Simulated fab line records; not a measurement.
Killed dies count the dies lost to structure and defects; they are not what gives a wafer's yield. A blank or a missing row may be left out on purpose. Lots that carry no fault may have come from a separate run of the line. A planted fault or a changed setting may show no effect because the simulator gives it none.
Which of the tools did it? || flow sky130 || 24 lots, 72 wafers sampled, at 5 steps of a route of 708

== WHAT EACH GAUGE READ, for each wafer ==
SKY_PWDE_OVL_MEAS_07. Usual: PWDE_OVL gives 1.4 nm (standard deviation 1.7).
{"lot": "L074", "measured": "day 3 22:04", "on": "overlay-01", "PWDE_OVL (nm)": "2.3 3.5 2.5", "flag": ""}
{"lot": "L075", "measured": "day 4 01:56", "on": "overlay-02", "PWDE_OVL (nm)": "-1.5 0.6 -0.4", "flag": ""}
{"lot": "L076", "measured": "day 4 08:43", "on": "overlay-01", "PWDE_OVL (nm)": "0.9 0.9 1.0", "flag": ""}
{"lot": "L077", "measured": "day 4 16:40", "on": "overlay-02", "PWDE_OVL (nm)": "-1.1 0.5 -0.3", "flag": ""}
{"lot": "L078", "measured": "day 4 19:38", "on": "overlay-02", "PWDE_OVL (nm)": "1.1 1.6 0.3", "flag": ""}
{"lot": "L079", "measured": "day 5 01:19", "on": "overlay-02", "PWDE_OVL (nm)": "1.4 2.6 3.3", "flag": ""}
{"lot": "L080", "measured": "day 5 07:22", "on": "overlay-02", "PWDE_OVL (nm)": "-0.8 1.1 1.5", "flag": ""}
{"lot": "L081", "measured": "day 5 15:03", "on": "overlay-02", "PWDE_OVL (nm)": "0.3 1.5 0.4", "flag": ""}
{"lot": "L082", "measured": "day 5 18:46", "on": "overlay-01", "PWDE_OVL (nm)": "2.4 2.7 3.0", "flag": ""}
{"lot": "L083", "measured": "day 5 22:30", "on": "overlay-02", "PWDE_OVL (nm)": "-1.5 1.0 -2.7", "flag": ""}
{"lot": "L084", "measured": "day 6 04:04", "on": "overlay-02", "PWDE_OVL (nm)": "-2.5 -0.3 -1.9", "flag": ""}
{"lot": "L085", "measured": "day 6 14:00", "on": "overlay-01", "PWDE_OVL (nm)": "1.8 2.9 -1.1", "flag": ""}
{"lot": "L086", "measured": "day 6 19:58", "on": "overlay-01", "PWDE_OVL (nm)": "3.7 2.0 2.3", "flag": ""}
{"lot": "L087", "measured": "day 6 23:02", "on": "overlay-02", "PWDE_OVL (nm)": "4.6 1.3 2.2", "flag": ""}
{"lot": "L088", "measured": "day 7 03:34", "on": "overlay-01", "PWDE_OVL (nm)": "3.1 2.1 3.7", "flag": ""}
{"lot": "L089", "measured": "day 7 07:37", "on": "overlay-02", "PWDE_OVL (nm)": "1.7 0.5 0.8", "flag": ""}
{"lot": "L090", "measured": "day 7 13:09", "on": "overlay-02", "PWDE_OVL (nm)": "1.7 1.6 2.2", "flag": ""}
{"lot": "L091", "measured": "day 7 18:43", "on": "overlay-01", "PWDE_OVL (nm)": "2.8 0.1 2.6", "flag": ""}
{"lot": "L092", "measured": "day 8 02:43", "on": "overlay-01", "PWDE_OVL (nm)": "2.4 2.3 2.1", "flag": ""}
{"lot": "L093", "measured": "day 8 08:55", "on": "overlay-01", "PWDE_OVL (nm)": "5.2 5.9 4.8", "flag": ""}
{"lot": "L094", "measured": "day 8 15:47", "on": "overlay-01", "PWDE_OVL (nm)": "0.2 3.3 1.0", "flag": ""}
{"lot": "L095", "measured": "day 8 20:22", "on": "overlay-01", "PWDE_OVL (nm)": "2.4 0.6 0.4", "flag": ""}
{"lot": "L096", "measured": "day 9 02:04", "on": "overlay-02", "PWDE_OVL (nm)": "-0.6 -0.1 1.5", "flag": ""}
{"lot": "L097", "measured": "day 9 04:37", "on": "overlay-01", "PWDE_OVL (nm)": "1.4 0.8 1.8", "flag": ""}

SKY_NWELL_TW_MEAS_15. Usual: NWELL_TW gives 1832 (standard deviation 11).
{"lot": "L074", "measured": "day 4 16:10", "on": "film-metro-04", "NWELL_TW": "1843 1852 1840", "flag": ""}
{"lot": "L075", "measured": "day 4 19:23", "on": "film-metro-04", "NWELL_TW": "1840 1843 1836", "flag": ""}
{"lot": "L076", "measured": "day 5 03:27", "on": "film-metro-04", "NWELL_TW": "1830 1835 1832", "flag": ""}
{"lot": "L077", "measured": "day 5 11:28", "on": "film-metro-02", "NWELL_TW": "1824 1831 1821", "flag": ""}
{"lot": "L078", "measured": "day 5 14:11", "on": "film-metro-02", "NWELL_TW": "1837 1823 1832", "flag": ""}
{"lot": "L079", "measured": "day 5 20:19", "on": "film-metro-04", "NWELL_TW": "1831 1827 1820", "flag": ""}
{"lot": "L080", "measured": "day 6 02:35", "on": "film-metro-01", "NWELL_TW": "1846 1832 1845", "flag": ""}
{"lot": "L081", "measured": "day 6 11:20", "on": "film-metro-01", "NWELL_TW": "1852 1850 1854", "flag": ""}
{"lot": "L082", "measured": "day 6 14:57", "on": "film-metro-01", "NWELL_TW": "1834 1839 1845", "flag": ""}
{"lot": "L083", "measured": "day 6 18:00", "on": "film-metro-02", "NWELL_TW": "1822 1812 1816", "flag": ""}
{"lot": "L084", "measured": "day 7 00:10", "on": "film-metro-02", "NWELL_TW": "1817 1816 1816", "flag": ""}
{"lot": "L085", "measured": "day 7 10:40", "on": "film-metro-02", "NWELL_TW": "1818 1818 1817", "flag": ""}
{"lot": "L086", "measured": "day 7 16:06", "on": "film-metro-02", "NWELL_TW": "1811 1818 1812", "flag": ""}
{"lot": "L087", "measured": "day 7 19:33", "on": "film-metro-01", "NWELL_TW": "1823 1836 1820", "flag": ""}
{"lot": "L088", "measured": "day 8 00:40", "on": "film-metro-04", "NWELL_TW": "1833 1831 1832", "flag": ""}
{"lot": "L089", "measured": "day 8 04:53", "on": "film-metro-04", "NWELL_TW": "1837 1827 1820", "flag": ""}
{"lot": "L090", "measured": "day 8 09:52", "on": "film-metro-02", "NWELL_TW": "1824 1817 1827", "flag": ""}
{"lot": "L091", "measured": "day 8 17:15", "on": "film-metro-04", "NWELL_TW": "1824 1829 1834", "flag": ""}
{"lot": "L092", "measured": "day 9 01:20", "on": "film-metro-04", "NWELL_TW": "1849 1843 1848", "flag": ""}
{"lot": "L093", "measured": "day 9 07:56", "on": "film-metro-02", "NWELL_TW": "1829 1833 1829", "flag": ""}
{"lot": "L094", "measured": "day 9 14:44", "on": "film-metro-04", "NWELL_TW": "1851 1847 1852", "flag": ""}
{"lot": "L095", "measured": "day 9 19:14", "on": "film-metro-01", "NWELL_TW": "1842 1828 1825", "flag": ""}
{"lot": "L096", "measured": "day 10 01:14", "on": "film-metro-01", "NWELL_TW": "1840 1831 1840", "flag": ""}
{"lot": "L097", "measured": "day 10 02:51", "on": "film-metro-04", "NWELL_TW": "1844 1851 1842", "flag": ""}

SKY_LDD_N_OVL_MEAS_07. Usual: LDD_N_OVL gives -1.3 nm (standard deviation 1.3).
{"lot": "L074", "measured": "day 17 17:16", "on": "overlay-02", "LDD_N_OVL (nm)": "-0.1 0.3 -0.9", "flag": ""}
{"lot": "L075", "measured": "day 17 22:58", "on": "overlay-01", "LDD_N_OVL (nm)": "-0.7 -0.1 -2.6", "flag": ""}
{"lot": "L076", "measured": "day 18 08:52", "on": "overlay-01", "LDD_N_OVL (nm)": "0.0 -1.1 -1.6", "flag": ""}
{"lot": "L077", "measured": "day 19 05:00", "on": "overlay-02", "LDD_N_OVL (nm)": "-0.4 -4.1 -2.4", "flag": ""}
{"lot": "L078", "measured": "day 19 14:52", "on": "overlay-01", "LDD_N_OVL (nm)": "0.0 -3.4 -2.1", "flag": ""}
{"lot": "L079", "measured": "day 19 23:34", "on": "overlay-02", "LDD_N_OVL (nm)": "-1.7 -2.9 -1.5", "flag": ""}
{"lot": "L080", "measured": "day 20 11:33", "on": "overlay-01", "LDD_N_OVL (nm)": "-0.2 -1.2 -3.0", "flag": ""}
{"lot": "L081", "measured": "day 20 20:57", "on": "overlay-01", "LDD_N_OVL (nm)": "2.3 1.8 -1.5", "flag": ""}
{"lot": "L082", "measured": "day 21 07:22", "on": "overlay-01", "LDD_N_OVL (nm)": "-2.3 -0.2 -1.7", "flag": ""}
{"lot": "L083", "measured": "day 21 11:52", "on": "overlay-01", "LDD_N_OVL (nm)": "-0.1 -0.5 -1.6", "flag": ""}
{"lot": "L084", "measured": "day 21 17:48", "on": "overlay-02", "LDD_N_OVL (nm)": "-3.0 -1.6 -0.1", "flag": ""}
{"lot": "L085", "measured": "day 22 08:31", "on": "overlay-01", "LDD_N_OVL (nm)": "-1.1 0.1 -2.6", "flag": ""}
{"lot": "L086", "measured": "day 22 19:28", "on": "overlay-01", "LDD_N_OVL (nm)": "1.1 -0.2 -0.9", "flag": ""}
{"lot": "L087", "measured": "day 22 22:10", "on": "overlay-02", "LDD_N_OVL (nm)": "-2.2 -1.7 -4.4", "flag": ""}
{"lot": "L088", "measured": "day 23 09:52", "on": "overlay-02", "LDD_N_OVL (nm)": "-2.1 -2.4 -0.9", "flag": ""}
{"lot": "L089", "measured": "day 23 08:58", "on": "overlay-02", "LDD_N_OVL (nm)": "-3.2 -2.1 -2.6", "flag": ""}
{"lot": "L090", "measured": "day 23 16:34", "on": "overlay-02", "LDD_N_OVL (nm)": "-2.8 -3.1 -1.4", "flag": ""}
{"lot": "L091", "measured": "day 24 11:52", "on": "overlay-02", "LDD_N_OVL (nm)": "-1.0 -0.9 0.6", "flag": ""}
{"lot": "L092", "measured": "day 24 20:46", "on": "overlay-02", "LDD_N_OVL (nm)": "0.4 -1.2 -0.2", "flag": ""}
{"lot": "L093", "measured": "day 24 22:16", "on": "overlay-02", "LDD_N_OVL (nm)": "-1.9 -2.9 -3.2", "flag": ""}
{"lot": "L094", "measured": "day 25 07:20", "on": "overlay-02", "LDD_N_OVL (nm)": "-1.9 -2.4 -0.5", "flag": ""}
{"lot": "L095", "measured": "day 25 13:13", "on": "overlay-01", "LDD_N_OVL (nm)": "-1.5 -2.3 -2.6", "flag": ""}
{"lot": "L096", "measured": "day 26 00:22", "on": "overlay-01", "LDD_N_OVL (nm)": "-1.2 -2.7 -1.1", "flag": ""}
{"lot": "L097", "measured": "day 26 05:12", "on": "overlay-02", "LDD_N_OVL (nm)": "-1.6 -1.8 -1.8", "flag": ""}

SKY_SD_P_CD_MEAS_07 targets a cd of 380 nm. Usual: cd-nm at 380.4 nm, with a standard deviation of 2.4.
{"lot": "L074", "measured": "day 25 15:33", "on": "cd-sem-02", "cd-nm (nm)": "381.1 382.0 382.1", "flag": ""}
{"lot": "L075", "measured": "day 25 21:31", "on": "cd-sem-02", "cd-nm (nm)": "386.9 386.9 386.3", "flag": ""}
{"lot": "L076", "measured": "day 26 09:26", "on": "cd-sem-02", "cd-nm (nm)": "385.0 380.2 382.5", "flag": ""}
{"lot": "L077", "measured": "day 27 02:49", "on": "cd-sem-02", "cd-nm (nm)": "380.8 381.0 382.2", "flag": ""}
{"lot": "L078", "measured": "day 27 13:17", "on": "cd-sem-01", "cd-nm (nm)": "374.4 374.4 375.3", "flag": ""}
{"lot": "L079", "measured": "day 27 20:31", "on": "cd-sem-01", "cd-nm (nm)": "376.8 377.2 376.7", "flag": ""}
{"lot": "L080", "measured": "day 28 08:50", "on": "cd-sem-01", "cd-nm (nm)": "377.8 379.1 377.9", "flag": ""}
{"lot": "L081", "measured": "day 28 17:33", "on": "cd-sem-02", "cd-nm (nm)": "381.9 381.3 381.4", "flag": ""}
{"lot": "L082", "measured": "day 29 03:12", "on": "cd-sem-01", "cd-nm (nm)": "379.5 377.1 377.6", "flag": ""}
{"lot": "L083", "measured": "day 29 09:08", "on": "cd-sem-02", "cd-nm (nm)": "381.0 378.4 378.6", "flag": ""}
{"lot": "L084", "measured": "day 29 10:16", "on": "cd-sem-02", "cd-nm (nm)": "379.0 378.6 381.9", "flag": ""}
{"lot": "L085", "measured": "day 30 01:08", "on": "cd-sem-02", "cd-nm (nm)": "378.8 379.4 378.7", "flag": ""}
{"lot": "L086", "measured": "day 30 10:02", "on": "cd-sem-02", "cd-nm (nm)": "383.9 381.8 383.9", "flag": ""}
{"lot": "L087", "measured": "day 30 13:53", "on": "cd-sem-02", "cd-nm (nm)": "382.4 383.2 379.5", "flag": ""}
{"lot": "L088", "measured": "day 31 00:19", "on": "cd-sem-02", "cd-nm (nm)": "381.5 380.2 381.3", "flag": ""}
{"lot": "L089", "measured": "day 30 22:30", "on": "cd-sem-02", "cd-nm (nm)": "383.7 382.8 381.9", "flag": ""}
{"lot": "L090", "measured": "day 31 06:47", "on": "cd-sem-02", "cd-nm (nm)": "379.4 378.1 381.3", "flag": ""}
{"lot": "L091", "measured": "day 31 23:28", "on": "cd-sem-02", "cd-nm (nm)": "380.9 379.7 378.7", "flag": ""}
{"lot": "L092", "measured": "day 32 07:55", "on": "cd-sem-01", "cd-nm (nm)": "381.6 378.1 383.6", "flag": ""}
{"lot": "L093", "measured": "day 32 09:16", "on": "cd-sem-01", "cd-nm (nm)": "379.7 380.3 379.8", "flag": ""}
{"lot": "L094", "measured": "day 32 17:57", "on": "cd-sem-02", "cd-nm (nm)": "380.6 381.7 383.1", "flag": ""}
{"lot": "L095", "measured": "day 32 23:38", "on": "cd-sem-01", "cd-nm (nm)": "378.3 380.9 382.9", "flag": ""}
{"lot": "L096", "measured": "day 33 10:15", "on": "cd-sem-01", "cd-nm (nm)": "380.2 378.8 376.7", "flag": ""}
{"lot": "L097", "measured": "day 33 13:43", "on": "cd-sem-01", "cd-nm (nm)": "383.0 381.1 381.8", "flag": ""}

== WHICH TOOL RAN EACH LOT (tool, then ch and the chambers of the sampled wafers, then the start) ==
{"lot": "L074", "SKY_LDD_HVN_STRIP_09": "plasma-asher-02 ch 0,1, day 20 08:54"}
{"lot": "L075", "SKY_LDD_HVN_STRIP_09": "plasma-asher-03 ch 0,1, day 20 15:23"}
{"lot": "L076", "SKY_LDD_HVN_STRIP_09": "plasma-asher-04 ch 0,1, day 21 01:45"}
{"lot": "L077", "SKY_LDD_HVN_STRIP_09": "plasma-asher-03 ch 0,1, day 21 21:20"}
{"lot": "L078", "SKY_LDD_HVN_STRIP_09": "plasma-asher-03 ch 0,1, day 22 07:45"}
{"lot": "L079", "SKY_LDD_HVN_STRIP_09": "plasma-asher-02 ch 0,1, day 22 15:56"}
{"lot": "L080", "SKY_LDD_HVN_STRIP_09": "plasma-asher-04 ch 0,1, day 23 04:14"}
{"lot": "L081", "SKY_LDD_HVN_STRIP_09": "plasma-asher-03 ch 0,1, day 23 13:11"}
{"lot": "L082", "SKY_LDD_HVN_STRIP_09": "plasma-asher-03 ch 0,1, day 24 00:16"}
{"lot": "L083", "SKY_LDD_HVN_STRIP_09": "plasma-asher-02 ch 0,1, day 24 05:08"}
{"lot": "L084", "SKY_LDD_HVN_STRIP_09": "plasma-asher-03 ch 0,1, day 24 08:45"}
{"lot": "L085", "SKY_LDD_HVN_STRIP_09": "plasma-asher-04 ch 0,1, day 24 23:41"}
{"lot": "L086", "SKY_LDD_HVN_STRIP_09": "plasma-asher-02 ch 0,1, day 25 10:41"}
{"lot": "L087", "SKY_LDD_HVN_STRIP_09": "plasma-asher-04 ch 0,1, day 25 13:44"}
{"lot": "L088", "SKY_LDD_HVN_STRIP_09": "plasma-asher-04 ch 0,1, day 26 00:28"}
{"lot": "L089", "SKY_LDD_HVN_STRIP_09": "plasma-asher-04 ch 0,1, day 25 23:54"}
{"lot": "L090", "SKY_LDD_HVN_STRIP_09": "plasma-asher-03 ch 0,1, day 26 08:26"}
{"lot": "L091", "SKY_LDD_HVN_STRIP_09": "plasma-asher-04 ch 0,1, day 27 02:31"}
{"lot": "L092", "SKY_LDD_HVN_STRIP_09": "plasma-asher-03 ch 0,1, day 27 10:15"}
{"lot": "L093", "SKY_LDD_HVN_STRIP_09": "plasma-asher-02 ch 0,1, day 27 11:08"}
{"lot": "L094", "SKY_LDD_HVN_STRIP_09": "plasma-asher-03 ch 0,1, day 27 21:31"}
{"lot": "L095", "SKY_LDD_HVN_STRIP_09": "plasma-asher-03 ch 0,1, day 28 03:33"}
{"lot": "L096", "SKY_LDD_HVN_STRIP_09": "plasma-asher-04 ch 0,1, day 28 13:13"}
{"lot": "L097", "SKY_LDD_HVN_STRIP_09": "plasma-asher-04 ch 0,1, day 28 18:45"}
- SKY_LDD_HVN_STRIP_09: strips in O2/N2.

== AS READ BY THE TOOLS THEMSELVES (means over the sampled wafers that have a number; for cases with no such wafer, the mark the record gives instead) ==
SKY_LDD_HVN_STRIP_09. Usual: chamber-pressure-mTorr 1499.9 mTorr, standard deviation 1.4; drypump-motor-current-A 5.6 A, standard deviation 0.42; o2-flow-sccm 2998 sccm, standard deviation 8.9; oes-product-au 0.409 a.u., standard deviation 0.0048; strip-time-to-endpoint-s 4.138 s, standard deviation 0.017.
{"lot": "L074", "tool": "plasma-asher-02", "chamber-pressure-mTorr (mTorr)": 1500.0, "drypump-motor-current-A (A)": 5.5, "o2-flow-sccm (sccm)": 2997, "oes-product-au (a.u.)": 0.404, "strip-time-to-endpoint-s (s)": 4.148, "flag": ""}
{"lot": "L075", "tool": "plasma-asher-03", "chamber-pressure-mTorr (mTorr)": 1501.2, "drypump-motor-current-A (A)": 5.7, "o2-flow-sccm (sccm)": 2989, "oes-product-au (a.u.)": 0.407, "strip-time-to-endpoint-s (s)": 4.153, "flag": ""}
{"lot": "L076", "tool": "plasma-asher-04", "chamber-pressure-mTorr (mTorr)": 1500.2, "drypump-motor-current-A (A)": 5.4, "o2-flow-sccm (sccm)": 3001, "oes-product-au (a.u.)": 0.407, "strip-time-to-endpoint-s (s)": 4.134, "flag": ""}
{"lot": "L077", "tool": "plasma-asher-03", "chamber-pressure-mTorr (mTorr)": 1498.7, "drypump-motor-current-A (A)": 5.6, "o2-flow-sccm (sccm)": 2992, "oes-product-au (a.u.)": 0.409, "strip-time-to-endpoint-s (s)": 4.132, "flag": ""}
{"lot": "L078", "tool": "plasma-asher-03", "chamber-pressure-mTorr (mTorr)": 1501.3, "drypump-motor-current-A (A)": 5.7, "o2-flow-sccm (sccm)": 2996, "oes-product-au (a.u.)": 0.411, "strip-time-to-endpoint-s (s)": 4.146, "flag": ""}
{"lot": "L079", "tool": "plasma-asher-02", "chamber-pressure-mTorr (mTorr)": 1500.7, "drypump-motor-current-A (A)": 5.6, "o2-flow-sccm (sccm)": 3002, "oes-product-au (a.u.)": 0.409, "strip-time-to-endpoint-s (s)": 4.151, "flag": ""}
{"lot": "L080", "tool": "plasma-asher-04", "chamber-pressure-mTorr (mTorr)": 1499.6, "drypump-motor-current-A (A)": 5.5, "o2-flow-sccm (sccm)": 3002, "oes-product-au (a.u.)": 0.407, "strip-time-to-endpoint-s (s)": 4.121, "flag": ""}
{"lot": "L081", "tool": "plasma-asher-03", "chamber-pressure-mTorr (mTorr)": 1499.4, "drypump-motor-current-A (A)": 5.7, "o2-flow-sccm (sccm)": 2995, "oes-product-au (a.u.)": 0.409, "strip-time-to-endpoint-s (s)": 4.165, "flag": ""}
{"lot": "L082", "tool": "plasma-asher-03", "chamber-pressure-mTorr (mTorr)": 1500.1, "drypump-motor-current-A (A)": 5.7, "o2-flow-sccm (sccm)": 2990, "oes-product-au (a.u.)": 0.414, "strip-time-to-endpoint-s (s)": 4.136, "flag": ""}
{"lot": "L083", "tool": "plasma-asher-02", "chamber-pressure-mTorr (mTorr)": 1499.8, "drypump-motor-current-A (A)": 5.6, "o2-flow-sccm (sccm)": 3005, "oes-product-au (a.u.)": 0.410, "strip-time-to-endpoint-s (s)": 4.138, "flag": ""}
{"lot": "L084", "tool": "plasma-asher-03", "chamber-pressure-mTorr (mTorr)": 1500.5, "drypump-motor-current-A (A)": 5.7, "o2-flow-sccm (sccm)": 3001, "oes-product-au (a.u.)": 0.410, "strip-time-to-endpoint-s (s)": 4.143, "flag": ""}
{"lot": "L085", "tool": "plasma-asher-04", "chamber-pressure-mTorr (mTorr)": 1499.5, "drypump-motor-current-A (A)": 5.9, "o2-flow-sccm (sccm)": 2998, "oes-product-au (a.u.)": 0.408, "strip-time-to-endpoint-s (s)": 4.126, "flag": ""}
{"lot": "L086", "tool": "plasma-asher-02", "chamber-pressure-mTorr (mTorr)": 1501.0, "drypump-motor-current-A (A)": 5.4, "o2-flow-sccm (sccm)": 3003, "oes-product-au (a.u.)": 0.410, "strip-time-to-endpoint-s (s)": 4.116, "flag": ""}
{"lot": "L087", "tool": "plasma-asher-04", "chamber-pressure-mTorr (mTorr)": 1500.9, "drypump-motor-current-A (A)": 5.4, "o2-flow-sccm (sccm)": 3001, "oes-product-au (a.u.)": 0.408, "strip-time-to-endpoint-s (s)": 4.139, "flag": ""}
{"lot": "L088", "tool": "plasma-asher-04", "chamber-pressure-mTorr (mTorr)": 1498.2, "drypump-motor-current-A (A)": 5.4, "o2-flow-sccm (sccm)": 3001, "oes-product-au (a.u.)": 0.411, "strip-time-to-endpoint-s (s)": 4.153, "flag": ""}
{"lot": "L089", "tool": "plasma-asher-04", "chamber-pressure-mTorr (mTorr)": 1500.0, "drypump-motor-current-A (A)": 5.9, "o2-flow-sccm (sccm)": 3005, "oes-product-au (a.u.)": 0.410, "strip-time-to-endpoint-s (s)": 4.128, "flag": ""}
{"lot": "L090", "tool": "plasma-asher-03", "chamber-pressure-mTorr (mTorr)": 1500.5, "drypump-motor-current-A (A)": 5.6, "o2-flow-sccm (sccm)": 2993, "oes-product-au (a.u.)": 0.408, "strip-time-to-endpoint-s (s)": 4.123, "flag": ""}
{"lot": "L091", "tool": "plasma-asher-04", "chamber-pressure-mTorr (mTorr)": 1498.7, "drypump-motor-current-A (A)": 5.5, "o2-flow-sccm (sccm)": 3005, "oes-product-au (a.u.)": 0.406, "strip-time-to-endpoint-s (s)": 4.111, "flag": ""}
{"lot": "L092", "tool": "plasma-asher-03", "chamber-pressure-mTorr (mTorr)": 1499.7, "drypump-motor-current-A (A)": 5.6, "o2-flow-sccm (sccm)": 3000, "oes-product-au (a.u.)": 0.406, "strip-time-to-endpoint-s (s)": 4.158, "flag": ""}
{"lot": "L093", "tool": "plasma-asher-02", "chamber-pressure-mTorr (mTorr)": 1499.4, "drypump-motor-current-A (A)": 5.4, "o2-flow-sccm (sccm)": 3001, "oes-product-au (a.u.)": 0.410, "strip-time-to-endpoint-s (s)": 4.137, "flag": ""}
{"lot": "L094", "tool": "plasma-asher-03", "chamber-pressure-mTorr (mTorr)": 1500.1, "drypump-motor-current-A (A)": 5.7, "o2-flow-sccm (sccm)": 3002, "oes-product-au (a.u.)": 0.406, "strip-time-to-endpoint-s (s)": 4.151, "flag": ""}
{"lot": "L095", "tool": "plasma-asher-03", "chamber-pressure-mTorr (mTorr)": 1499.8, "drypump-motor-current-A (A)": 5.7, "o2-flow-sccm (sccm)": 2999, "oes-product-au (a.u.)": 0.409, "strip-time-to-endpoint-s (s)": 4.127, "flag": ""}
{"lot": "L096", "tool": "plasma-asher-04", "chamber-pressure-mTorr (mTorr)": 1500.2, "drypump-motor-current-A (A)": 5.5, "o2-flow-sccm (sccm)": 3006, "oes-product-au (a.u.)": 0.408, "strip-time-to-endpoint-s (s)": 4.144, "flag": ""}
{"lot": "L097", "tool": "plasma-asher-04", "chamber-pressure-mTorr (mTorr)": 1501.3, "drypump-motor-current-A (A)": 5.9, "o2-flow-sccm (sccm)": 2988, "oes-product-au (a.u.)": 0.406, "strip-time-to-endpoint-s (s)": 4.141, "flag": ""}

== THE ANSWER, worked out from the rows above alone ==
Rule: lot off if the mean of its wafers having a number is beyond 3 standard deviations from the usual mean. A lot without any number at a reading at which 4 lots or more have one is off too. Where the step has rows for the other lots, those lots are counted as sound. The gauges are gone through in route order, then the tools' own readings, and for those a lot's mean is taken as printed above. The first step at which some lot is off is used, and at that step the reading that is off furthest; a lot without a number counts as furthest.
Nothing can be told from this: no lot is off at any reading shown.

== WHAT THE SIMULATOR HAD INSERTED ==
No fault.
